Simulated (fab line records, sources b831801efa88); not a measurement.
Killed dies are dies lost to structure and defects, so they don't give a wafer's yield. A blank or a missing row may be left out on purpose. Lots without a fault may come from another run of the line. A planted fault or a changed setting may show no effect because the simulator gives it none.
fab line records | flow gf180mcu | part 2 of 2: steps 29 to 36 of 36
record lots=5 wafers=15 last_day=34
route steps=602 shown V4@502 MIM@503 M5@526
lots that met no fault: from a run of the same line without faults
start_h: hours from the record's first day to the start of the lot's first wafer shown | wait_h: hours since the lot's step before | " the same as in the row above | L1.1+2: a row that stands for several wafers | - no value, or no start given | * or withheld: withheld | < > ~ a bound
route shown NAME@n: a module of which the file shows steps, and the number in the route of the first | usual: mean/standard deviation of fault-free wafers | same: alike in all rows | chamber/n: place in a boat | sites: the reading at each site | _std_site: their standard deviation | _edge_site: outer sites' mean less inner sites' | radius_mm: how far each site lies from the wafer's centre | mask NAME#n: copy n | behind: the tool/chamber that last shaped the wafer | hold: why the lot was held/for how many hours/how that ended | device: the transistor (n, p or np) that didn't switch | end of line: the same wafers' tests at the end of the route | a step without rows: its recipe alone | killed: dies lost to structure and defects at the first sort, not the wafer's yield | map: a wafer's dies, x killed, . not, _ none there
set.NAME: the setting as run; set.NAME@STEP: as run at that earlier step | model.NAME: the simulator's own value behind a step, which no gauge read
lots at some steps of the route; a table a step, a row a wafer
services: from which hour (start_h, from the record's first day; less than 0 if before it) a tool's chamber was out of use, for how many hours, and why
## steps
# step GF_M5_EXPOSE_04
# recipe mask_id=Metal5 target_cd_nm=280 na=0.68 source_shape=conventional sigma_outer=0.6 dose_mj=28
# usual reticle_temp_C=23.00/0.11
# columns lot.wafer tool chamber start_h wait_h mask reticle_temp_C
L083.1 krf_scanner-01 0 - - Metal5#0 22.98
L083.4 " 0 " " Metal5#0 23.07
L083.6 " 0 " " Metal5#0 22.97
L087.2 krf_scanner-01 0 - - Metal5#0 22.95
L087.4 " 0 " " Metal5#0 22.88
L087.6 " 0 " " Metal5#0 22.99
L089.1 krf_scanner-01 0 - - Metal5#0 23.06
L089.2 " 0 " " Metal5#0 22.93
L089.3 " 0 " " Metal5#0 22.98
L094.1 krf_scanner-02 0 - - Metal5#0 22.93
L094.3 " 0 " " Metal5#0 23.04
L094.6 " 0 " " Metal5#0 23.05
L096.4 krf_scanner-02 0 - - Metal5#0 22.88
L096.5 " 0 " " Metal5#0 22.98
L096.6 " 0 " " Metal5#0 23.03
# step GF_M5_PEB_05
# recipe peb_temp_c=135 peb_time_s=90 resist=KrF
# usual heater_power_total_W=85.70/0.078
# same peb_time_s=90
# columns lot.wafer tool chamber start_h wait_h heater_power_total_W
L083.1 litho_track-01 0 - - 85.75
L083.4 " 0 " " 85.75
L083.6 " 0 " " 85.64
L087.2 litho_track-04 0 - - 85.57
L087.4 " 0 " " 85.84
L087.6 " 0 " " 85.71
L089.1 litho_track-01 0 - - 85.81
L089.2 " 0 " " 85.61
L089.3 " 0 " " 85.59
L094.1 litho_track-02 0 - - 85.71
L094.3 " 0 " " 85.60
L094.6 " 0 " " 85.64
L096.4 litho_track-01 0 - - 85.70
L096.5 " 0 " " 85.70
L096.6 " 0 " " 85.64
# step GF_M5_DEVELOP_06
# recipe develop_time_s=60 dev_temp_c=21
# same develop_time_s=60
# columns lot.wafer tool chamber start_h wait_h
L083.1+4+6 litho_track-01 0 679.03 0.2
L087.2+4+6 litho_track-04 0 711.71 0.2
L089.1+2+3 litho_track-01 0 721.43 0.2
L094.1+3+6 litho_track-02 0 753.19 0.2
L096.4+5+6 litho_track-01 0 761.26 0.1
# step GF_M5_CD_MEAS_07
# recipe target_cd_nm=280
# usual cd_nm=280.3/1.2
# columns lot.wafer tool chamber start_h wait_h cd_nm
L083.1 cd_sem-01 - 679.18 0.1 278.1
L083.4 " - " " 279.6
L083.6 " - " " 277.6
L087.2 cd_sem-01 - 711.86 0.1 280.6
L087.4 " - " " 280.8
L087.6 " - " " 281.1
L089.1 cd_sem-02 - 721.58 0.1 280.2
L089.2 " - " " 279.5
L089.3 " - " " 279.3
L094.1 cd_sem-01 - 753.34 0.1 281.0
L094.3 " - " " 280.7
L094.6 " - " " 279.7
L096.4 cd_sem-01 - 761.39 0.1 281.1
L096.5 " - " " 282.4
L096.6 " - " " 282.1
# step GF_M5_OVL_MEAS_08
# usual M5_OVL=-3/6.8
# columns lot.wafer tool chamber start_h wait_h M5_OVL[nm]
L083.1 overlay-02 - 679.30 0.1 0
L083.4 " - " " 3
L083.6 " - " " -2
L087.2 overlay-02 - 711.96 0.1 -10
L087.4 " - " " -5
L087.6 " - " " -12
L089.1 overlay-01 - 721.70 0.1 13
L089.2 " - " " 7
L089.3 " - " " 6
L094.1 overlay-02 - 753.46 0.1 -2
L094.3 " - " " -7
L094.6 " - " " -8
L096.4 overlay-01 - 761.47 0.1 5
L096.5 " - " " -3
L096.6 " - " " 2
# step GF_M5_ETCH_09
# recipe chemistry=CF4/O2 target=Si3N4 target_depth_nm=52 source_w=800 bias_w=150 pressure_mtorr=150 cf4_flow_sccm=80 O2_flow_sccm=10 time_s=11.6
# usual cf4_flow_sccm=80.01/0.26 drypump_motor_current_A=5.8/0.34 oes_product_au=0.996/0.013 throttle_valve_pct=5.969/0.0098
# columns lot.wafer tool chamber start_h wait_h cf4_flow_sccm drypump_motor_current_A oes_product_au rf_hours_counter_h throttle_valve_pct
L083.1 rie_diel-01 2 679.34 0.0 80.39 6.1 1.013 7 5.989
L083.4 " 2 " " 79.98 6.2 1.004 - 5.959
L083.6 " 3 " " 79.98 5.8 0.986 - 5.960
L087.2 rie_diel-04 1 711.99 0.0 80.24 6.1 0.996 27 5.978
L087.4 " 0 " " 80.16 6.0 0.984 14 5.970
L087.6 " 3 " " 79.82 5.4 0.973 - 5.963
L089.1 rie_diel-01 2 721.74 0.0 79.73 6.2 0.990 9 5.967
L089.2 " 0 " " 80.14 5.8 1.002 24 5.965
L089.3 " 3 " " 79.71 5.8 0.965 4 5.962
L094.1 rie_diel-01 3 753.50 0.0 80.45 5.8 0.988 5 5.961
L094.3 " 1 " " 79.98 6.0 0.982 16 5.957
L094.6 " 1 " " 79.96 6.0 0.980 - 5.963
L096.4 rie_diel-01 1 761.49 0.0 80.11 6.0 0.976 16 5.964
L096.5 " 0 " " 80.23 5.8 0.992 - 5.980
L096.6 " 3 " " 80.24 5.8 0.989 - 5.979
# step GF_M5_METAL_ETCH_10
# recipe chemistry=Cl2/BCl3 mask_material=KrF target_depth_nm=750.8 stop_on=SiO2 pressure_mtorr=8 icp_w=800 bias_w=140 Cl2_flow_sccm=80 bcl3_flow_sccm=40 time_s=125.1
# usual drypump_motor_current_A=5.5/0.41 oes_product_au=0.989/0.0057 throttle_valve_pct=28.230/0.0099
# columns lot.wafer tool chamber start_h wait_h drypump_motor_current_A oes_product_au rf_hours_counter_h throttle_valve_pct
L083.1 rie_metal-01 0 679.36 0.0 5.9 0.991 11 28.239
L083.4 " 0 " " 5.9 0.980 - 28.239
L083.6 " 0 " " 6.0 0.996 - 28.243
L087.2 rie_metal-02 0 712.02 0.0 6.1 0.989 4 28.234
L087.4 " 0 " " 6.1 0.986 - 28.244
L087.6 " 1 " " 5.1 0.991 - 28.211
L089.1 rie_metal-02 1 721.76 0.0 5.1 0.996 7 28.223
L089.2 " 0 " " 6.1 0.997 4 28.257
L089.3 " 1 " " 5.1 0.988 - 28.215
L094.1 rie_metal-04 1 753.52 0.0 5.6 0.997 11 28.230
L094.3 " 1 " " 5.6 0.994 - 28.226
L094.6 " 1 " " 5.6 0.990 - 28.232
L096.4 rie_metal-02 1 761.55 0.1 5.1 0.989 - 28.227
L096.5 " 0 " " 6.1 0.986 - 28.225
L096.6 " 1 " " 5.1 0.984 - 28.234
# step GF_M5_STRIP_11
# recipe chemistry=O2/N2 power_w=1400 pressure_mtorr=1500 platen_temp_c=250 o2_flow_sccm=3000 n2_flow_sccm=300 overash_fraction=0.5
# usual drypump_motor_current_A=5.8/0.41 heater_power_w=353/31 oes_product_au=0.524/0.0049 strip_time_to_endpoint_s=7.05/0.045
# columns lot.wafer tool chamber start_h wait_h drypump_motor_current_A heater_power_w oes_product_au rf_hours_counter_h strip_time_to_endpoint_s
L083.1 plasma_asher-02 1 679.62 0.2 5.7 337 0.522 26 7.08
L083.4 " 1 " " 5.7 344 0.526 - 7.11
L083.6 " 1 " " 5.7 329 0.517 - 7.09
L087.2 plasma_asher-02 0 712.14 0.1 5.6 336 0.514 29 6.99
L087.4 " 0 " " 5.6 337 0.526 - 7.04
L087.6 " 1 " " 5.7 332 0.519 - 7.01
L089.1 plasma_asher-02 1 721.89 0.1 5.7 340 0.514 30 6.99
L089.2 " 0 " " 5.7 329 0.528 30 7.01
L089.3 " 1 " " 5.7 326 0.527 - 7.06
L094.1 plasma_asher-02 1 753.65 0.1 5.7 338 0.525 33 7.03
L094.3 " 0 " " 5.6 343 0.526 - 7.01
L094.6 " 1 " " 5.7 331 0.529 - 7.07
L096.4 plasma_asher-02 0 761.67 0.1 5.7 342 0.524 - 7.12
L096.5 " 0 " " 5.7 338 0.516 - 7.04
L096.6 " 1 " " 5.7 331 0.524 - 7.08
## services
# columns tool chamber start_h hours kind
plasma_asher-02 - 628.34 2.2 repair
krf_scanner-02 - 631.56 3.6 pm
cmp-01 - 632.53 2.5 repair
pecvd-04 1 634.65 4.9 repair
rie_metal-01 - 636.07 1.4 pm
pvd_sputter-02 - 645.83 23.6 repair
krf_scanner-02 - 655.11 1.3 pm
cmp-01 - 663.24 0.6 repair
rie_metal-01 1 663.77 45.7 repair
krf_scanner-01 - 665.22 3.6 pm
rie_diel-01 1 675.75 5.2 repair
iline_stepper-01 - 677.34 3.2 repair
krf_scanner-02 - 685.69 1.0 pm
krf_scanner-02 - 686.81 0.1 repair
krf_scanner-01 - 691.64 1.3 pm
cmp-01 - 694.02 0.8 repair
wet_bench-01 - 697.94 1.9 pm
plasma_asher-02 - 713.05 1.2 repair
krf_scanner-02 - 713.69 3.5 repair
pecvd-02 1 715.09 2.3 repair
iline_stepper-01 - 728.50 1.7 pm
krf_scanner-01 - 730.41 0.2 repair
cmp-02 - 744.02 4.0 pm
krf_scanner-01 - 758.47 0.8 pm
